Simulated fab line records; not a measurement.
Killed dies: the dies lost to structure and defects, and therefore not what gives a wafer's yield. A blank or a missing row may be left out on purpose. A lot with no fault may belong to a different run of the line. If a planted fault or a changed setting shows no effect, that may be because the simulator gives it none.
fab line records	flow sky130
record: lots: 14	wafers: 42	lastDay: 50
route steps=708 shown FIELD_ISO@18 NWELL@81 CONTACT@424
lots that met no fault: taken from a fault-free run of the same line
startH: hours from the record's opening day to when the first of the lot's shown wafers began	waitH: hours from the lot's prior step to this one	" as in the row above	L1.1+2: a row that stands for several wafers	- no value present, or no start provided	* or withheld: withheld	< > ~ a bound
route shown NAME@n: a module of which the file shows steps, and the number in the route of the first	usual: mean/standard deviation of fault-free wafers	same: alike in all rows	chamber/n: place in a boat	sites: readings site by site	_std_site: standard deviation across them	_edge_site: the outer-site mean with the inner-site mean subtracted	radiusMm: for every site, how far away it sits from the centre of the wafer	mask NAME#n: copy n	behind: the last tool/chamber to shape the wafer	hold: why the lot went on hold/how many hours it stayed there/how the hold came to an end	device: the n, p or np transistor that did not switch	end of line: the same wafers' tests at the end of the route	a step given without rows: its recipe and nothing more	killed: dies that structure and defects cost at the first sort, which is not the same as the wafer's yield	map: a wafer's dies, marking killed ones x, the rest . and places with no die _
set.NAME: the setting as run; set.NAME@STEP: as run at that earlier step	model.NAME: the simulator's own value behind a step, which no gauge read
a sample of lots followed through the steps of the route, with each step as a table and each wafer as a row
services: when a tool's chamber went out of use (startH, in hours from the record's first day, below 0 if earlier), for how many hours, and the reason
== steps ==
step: SKY_FIELD_ISO_ETCH_17
recipe: targetDepthA: 3420	maskMaterial: Si3N4	chemistry: HBr/Cl2/O2	target: Si	taperDeg: 5	icpW: 600	biasW: 150	pressureMtorr: 15	HBr_flow_sccm: 150	Cl2_flow_sccm: 40	O2_flow_sccm: 6	timeS: 97.7
usual: drypumpMotorCurrentA: 5.80/0.3	oesProductAu: 1.003/0.0084	throttleValvePct: 25.654/0.01
same: timeS: 97.7
lot.wafer	tool	chamber	startH	waitH	drypumpMotorCurrentA	oesProductAu	rfHoursCounterH	throttleValvePct
L121.2	rieSi-02	1	36.18	0.1	5.98	0.990	0	25.674
L121.3	"	2	"	"	5.96	1.000	128	25.647
L121.4	"	0	"	"	5.35	0.998	106	25.656
L123.4	rieSi-02	0	45.14	0.0	5.36	0.998	106	25.650
L123.5	"	2	"	"	5.98	1.012	-	25.649
L123.6	"	1	"	"	5.97	0.991	-	25.662
L124.1	rieSi-02	0	53.39	0.1	5.38	1.003	106	25.664
L124.2	"	1	"	"	5.95	0.984	0	25.672
L124.5	"	3	"	"	6.11	1.009	-	25.665
L125.1	rieSi-01	1	56.09	0.1	5.68	1.000	87	25.661
L125.3	"	2	"	"	5.26	0.996	81	25.662
L125.6	"	0	"	"	5.90	0.984	-	25.664
L126.1	rieSi-01	3	60.29	0.1	5.27	0.999	33	25.657
L126.4	"	2	"	"	5.27	0.997	81	25.660
L126.6	"	1	"	"	5.67	1.011	-	25.636
L128.1	rieSi-02	2	69.99	0.1	5.96	1.022	128	25.633
L128.3	"	0	"	"	5.40	1.005	106	25.629
L128.5	"	2	"	"	5.96	1.014	-	25.664
L129.2	rieSi-02	0	74.93	0.1	5.35	1.014	106	25.651
L129.3	"	3	"	"	6.12	1.014	107	25.644
L129.5	"	2	"	"	5.98	1.005	-	25.651
L131.1	rieSi-02	2	86.68	0.1	5.97	0.999	129	25.645
L131.4	"	3	"	"	6.11	1.005	107	25.650
L131.5	"	0	"	"	5.37	1.014	-	25.638
L132.1	rieSi-02	3	90.49	0.1	6.12	1.005	107	25.658
L132.2	"	2	"	"	5.96	1.011	129	25.649
L132.5	"	3	"	"	6.11	1.007	-	25.649
L134.2	rieSi-01	0	102.63	0.1	5.93	1.015	40	25.642
L134.3	"	1	"	"	5.67	1.007	87	25.649
L134.4	"	3	"	"	5.32	1.005	33	25.659
L135.2	rieSi-02	0	106.78	0.1	5.38	1.002	107	25.640
L135.3	"	2	"	"	5.92	1.012	129	25.640
L135.4	"	3	"	"	6.10	1.005	107	25.658
L141.2	rieSi-02	1	139.34	0.1	5.96	0.988	1	25.673
L141.5	"	1	"	"	5.97	0.989	-	25.685
L141.6	"	2	"	"	5.91	1.009	-	25.655
L142.2	rieSi-02	2	145.14	0.1	5.93	0.998	129	25.667
L142.3	"	3	"	"	6.09	1.004	108	25.656
L142.6	"	3	"	"	6.11	1.009	-	25.644
L143.2	rieSi-02	0	148.64	0.1	5.37	0.998	107	25.656
L143.4	"	1	"	"	5.97	0.993	1	25.664
L143.5	"	0	"	"	5.37	0.997	-	25.651
step: SKY_FIELD_ISO_ANNEAL_26
recipe: tempC: 1000	timeS: 1800	ambient: N2
usual: spikeTcBottomC: 1018.2/1.4	spikeTcCentreC: 1000.1/1.3	timeS: 1800/0	zonePowerCentrePct: 22.8/0.31
lot.wafer	tool	chamber	startH	waitH	spikeTcBottomC	spikeTcCentreC	timeS	zonePowerCentrePct
L121.2	furnace-02	0	38.00	0.0	1018.6	1001.5	1800	22.6
L121.3	"	0	"	"	1019.4	1000.2	1800	22.3
L121.4	"	0	"	"	1018.6	1002.0	1800	23.0
L123.4	furnace-02	0	48.00	0.0	1019.4	1000.4	1800	22.7
L123.5	"	0	"	"	1019.7	1001.5	1800	22.8
L123.6	"	0	"	"	1018.8	1000.1	1800	22.7
L124.1	furnace-01	0	55.11	0.1	1016.6	999.8	1800	23.5
L124.2	"	0	"	"	1016.5	999.3	1800	23.1
L124.5	"	0	"	"	1019.2	1000.2	1800	22.6
L125.1	furnace-02	0	59.34	1.4	1021.5	1001.1	1800	22.5
L125.3	"	0	"	"	1018.6	1001.5	1800	22.5
L125.6	"	0	"	"	1019.5	1001.8	1800	23.0
L126.1	furnace-01	0	63.38	0.1	1015.9	1001.1	1800	23.5
L126.4	"	0	"	"	1017.5	999.9	1800	22.8
L126.6	"	0	"	"	1017.6	998.0	1800	22.9
L128.1	furnace-02	0	74.15	1.2	1020.0	1000.6	1800	22.2
L128.3	"	0	"	"	1019.9	999.3	1800	22.5
L128.5	"	0	"	"	1018.6	1000.3	1800	22.5
L129.2	furnace-02	0	79.86	1.4	1019.8	1001.7	1800	22.5
L129.3	"	0	"	"	1020.1	1000.9	1800	22.8
L129.5	"	0	"	"	1021.0	1002.3	1800	22.7
L131.1	furnace-01	-	89.07	0.1	-	-	-	-
L131.4	"	-	"	"	-	-	-	-
L131.5	"	-	"	"	-	-	-	-
L132.1	furnace-02	-	93.00	0.1	-	-	-	-
L132.2	"	-	"	"	-	-	-	-
L132.5	"	-	"	"	-	-	-	-
L134.2	furnace-01	0	105.55	0.6	1020.9	999.6	1800	23.2
L134.3	"	0	"	"	1016.1	1000.0	1800	22.6
L134.4	"	0	"	"	1018.2	998.7	1800	22.9
L135.2	furnace-01	0	111.20	2.2	1017.7	999.0	1800	23.0
L135.3	"	0	"	"	1016.7	1000.4	1800	22.8
L135.4	"	0	"	"	1017.6	999.9	1800	23.2
L141.2	furnace-01	0	145.38	3.7	1017.2	1000.5	1800	23.3
L141.5	"	0	"	"	1016.6	999.9	1800	22.8
L141.6	"	0	"	"	1016.2	999.7	1800	23.3
L142.2	furnace-01	0	153.59	1.5	1017.7	998.3	1800	23.2
L142.3	"	0	"	"	1016.6	997.7	1800	22.8
L142.6	"	0	"	"	1017.5	999.1	1800	23.1
L143.2	furnace-01	0	153.59	1.5	1016.8	997.8	1800	22.9
L143.4	"	0	"	"	1018.8	999.7	1800	22.9
L143.5	"	0	"	"	1016.4	998.9	1800	23.4
step: SKY_NWELL_RTA_28
recipe: tempC: 1050	timeS: 30	idleTempC: 650	rampUpCPerS: 150	rampDownCPerS: 90	ambient: N2
usual: lampPowerPct: 25.30/0.053	wafer_temp_C_max: 1054.8/1
same: timeS: 30
lot.wafer	tool	chamber	startH	waitH	lampPowerPct	wafer_temp_C_max
L121.2	rtpAnneal-02	0	108.67	0.0	25.34	1055.3
L121.3	"	0	"	"	25.35	1055.5
L121.4	"	0	"	"	25.33	1054.4
L123.4	rtpAnneal-01	0	123.10	0.1	25.28	1055.1
L123.5	"	0	"	"	25.27	1055.0
L123.6	"	0	"	"	25.26	1055.5
L124.1	rtpAnneal-02	0	127.95	0.0	25.31	1054.5
L124.2	"	0	"	"	25.32	1055.2
L124.5	"	0	"	"	25.31	1055.3
L125.1	rtpAnneal-01	0	134.90	0.0	25.32	1054.9
L125.3	"	0	"	"	25.25	1055.1
L125.6	"	0	"	"	25.30	1055.3
L126.1	rtpAnneal-02	0	141.17	0.0	25.35	1054.9
L126.4	"	0	"	"	25.36	1054.8
L126.6	"	0	"	"	25.32	1055.6
L128.1	rtpAnneal-02	0	151.74	0.0	25.39	1053.5
L128.3	"	0	"	"	25.36	1056.0
L128.5	"	0	"	"	25.26	1055.3
L129.2	rtpAnneal-02	0	157.07	0.0	25.33	1055.1
L129.3	"	0	"	"	25.31	1054.0
L129.5	"	0	"	"	25.20	1054.9
L134.2	rtpAnneal-01	0	188.35	0.0	25.33	1055.0
L134.3	"	0	"	"	25.41	1055.7
L134.4	"	0	"	"	25.14	1054.8
L135.2	rtpAnneal-01	0	197.33	0.0	25.18	1054.2
L135.3	"	0	"	"	25.27	1054.9
L135.4	"	0	"	"	25.36	1052.6
L141.2	rtpAnneal-01	0	239.08	0.0	25.28	1055.3
L141.5	"	0	"	"	25.30	1053.7
L141.6	"	0	"	"	25.46	1054.7
L142.2	rtpAnneal-01	0	247.47	0.0	25.26	1055.7
L142.3	"	0	"	"	25.30	1053.9
L142.6	"	0	"	"	25.34	1054.5
L143.2	rtpAnneal-02	0	248.24	0.0	25.15	1055.9
L143.4	"	0	"	"	25.26	1055.1
L143.5	"	0	"	"	25.29	1054.8
step: SKY_CONTACT_ETCH_18
recipe: target: Si3N4	chemistry: CHF3/O2	stopOn: TiN	sourceW: 600	biasW: 200	pressureMtorr: 40	chf3FlowSccm: 50	O2_flow_sccm: 5	timeS: 39	targetDepthA: 750
usual: chf3FlowSccm: 50.01/0.15	drypumpMotorCurrentA: 5.8/0.5	oesProductAu: 0.854/0.0077	throttleValvePct: 8.794/0.0099
same: timeS: 39
lot.wafer	tool	chamber	startH	waitH	chf3FlowSccm	drypumpMotorCurrentA	oesProductAu	rfHoursCounterH	throttleValvePct
L121.2	rieDiel-04	0	-	-	49.87	6.2	0.854	4	8.790
L121.3	"	2	"	"	50.03	5.1	0.843	3	8.783
L121.4	"	1	"	"	50.18	5.5	0.850	13	8.797
L123.4	rieDiel-04	2	-	-	50.21	5.2	0.863	3	8.803
L123.5	"	0	"	"	50.16	6.2	0.861	-	8.786
L123.6	"	3	"	"	49.80	5.7	0.868	-	8.801
L124.1	rieDiel-04	1	-	-	49.83	5.5	0.845	14	8.789
L124.2	"	0	"	"	49.98	6.3	0.840	4	8.791
L124.5	"	2	"	"	49.86	5.1	0.843	-	8.807
L125.1	rieDiel-02	3	-	-	50.00	6.6	0.845	6	8.804
L125.3	"	0	"	"	50.02	6.1	0.838	11	8.768
L125.6	"	3	"	"	49.99	6.6	0.857	-	8.808
L126.1	rieDiel-02	1	-	-	50.09	6.0	0.852	2	8.795
L126.4	"	0	"	"	49.98	6.0	0.862	11	8.820
L126.6	"	1	"	"	50.05	6.0	0.859	-	8.793
L128.1	rieDiel-02	0	-	-	50.25	6.1	0.848	12	8.787
L128.3	"	3	"	"	49.73	6.6	0.852	7	8.803
L128.5	"	3	"	"	49.85	6.6	0.854	-	8.778
L129.2	rieDiel-04	1	-	-	50.03	5.5	0.850	15	8.806
L129.3	"	3	"	"	49.88	5.7	0.866	12	8.791
L129.5	"	0	"	"	50.01	6.2	0.856	-	8.820
L134.2	rieDiel-02	3	-	-	50.22	6.6	0.858	7	8.802
L134.3	"	2	"	"	49.87	5.6	0.849	12	8.777
L134.4	"	1	"	"	49.95	6.0	0.854	4	8.803
L135.2	rieDiel-04	0	-	-	50.15	6.3	0.862	7	8.802
L135.3	"	1	"	"	50.02	5.5	0.848	17	8.808
L135.4	"	2	"	"	50.06	5.1	0.868	6	8.807
L141.2	rieDiel-04	1	-	-	50.20	5.6	0.858	18	8.802
L141.5	"	3	"	"	50.01	5.7	0.859	-	8.784
L141.6	"	0	"	"	49.84	6.2	0.858	-	8.798
L142.2	rieDiel-02	3	-	-	50.00	6.6	0.857	10	8.804
L142.3	"	0	"	"	50.29	6.1	0.851	16	8.793
L142.6	"	1	"	"	49.92	6.0	0.870	-	8.796
L143.2	rieDiel-03	1	-	-	50.14	4.7	0.842	5	8.790
L143.4	"	2	"	"	50.40	5.7	0.861	15	8.802
L143.5	"	2	"	"	50.34	5.7	0.874	-	8.806
== services ==
tool	chamber	startH	hours	kind
rieSi-02	-	94.53	3.7	repair
furnace-01	-	99.15	3.5	pm
furnace-01	-	138.03	4.5	pm
furnace-01	-	146.88	3.7	pm
rieSi-02	3	213.78	7.9	repair
rieSi-02	-	239.31	28.1	pm
rieSi-02	3	298.02	9.4	repair
furnace-01	-	311.79	3.5	pm
furnace-01	-	323.29	10.2	pm
rieSi-02	-	385.75	2.8	pm
furnace-01	-	419.20	5.0	pm
furnace-01	-	477.43	18.7	pm
rieSi-02	2	487.59	1.4	repair
furnace-01	-	496.12	3.4	pm
furnace-01	-	545.09	4.2	repair
rieSi-02	3	604.20	8.4	repair
rieSi-02	0	630.70	18.3	repair
rieSi-02	-	753.15	0.6	repair
rieSi-02	3	765.69	9.6	repair
rieSi-02	1	783.94	1.0	repair
rieSi-02	1	789.33	3.8	repair
rieSi-02	0	836.41	92.5	repair
rieSi-02	-	891.30	14.6	pm
rieSi-02	-	905.90	4.3	pm
== key ==
firstSign: step: SKY_FIELD_ISO_ANNEAL_26	reading: toolRecord	direction: missing
effect none on later readings
metAt SKY_FIELD_ISO_ANNEAL_26
struckLots L131,L132
laterRowsLeftOut L131.1,L131.4,L131.5,L132.1,L132.2,L132.5
sortLeftOut L131.1,L131.4,L131.5,L132.1,L132.2,L132.5
testerLeftOut L131,L132
notActingAt SKY_FIELD_ISO_ETCH_17,SKY_NWELL_RTA_28,SKY_CONTACT_ETCH_18
onsetBetween 79.86 89.07
fault: kind: skippedStepWhole	tool: furnace-01,furnace-02	chamber: -	onsetH: 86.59	steps: SKY_FIELD_ISO_ANNEAL_26	scope: struckLotsOnly
testerLeftOut: of these lots the tester's yield and bins aren't shown, on N5 and GAA mostly nor the transistor test; their killed dies are dies lost to structure and defects alone, not to doping, threshold or leakage, so they don't give the yield
sortLeftOut: the simulated sort isn't trusted on such a fault, so these wafers' sort isn't shown, and their yield isn't known
laterRowsLeftOut: the simulator's readings of these wafers behind a module that went badly wrong aren't trusted and aren't shown, but for the sort
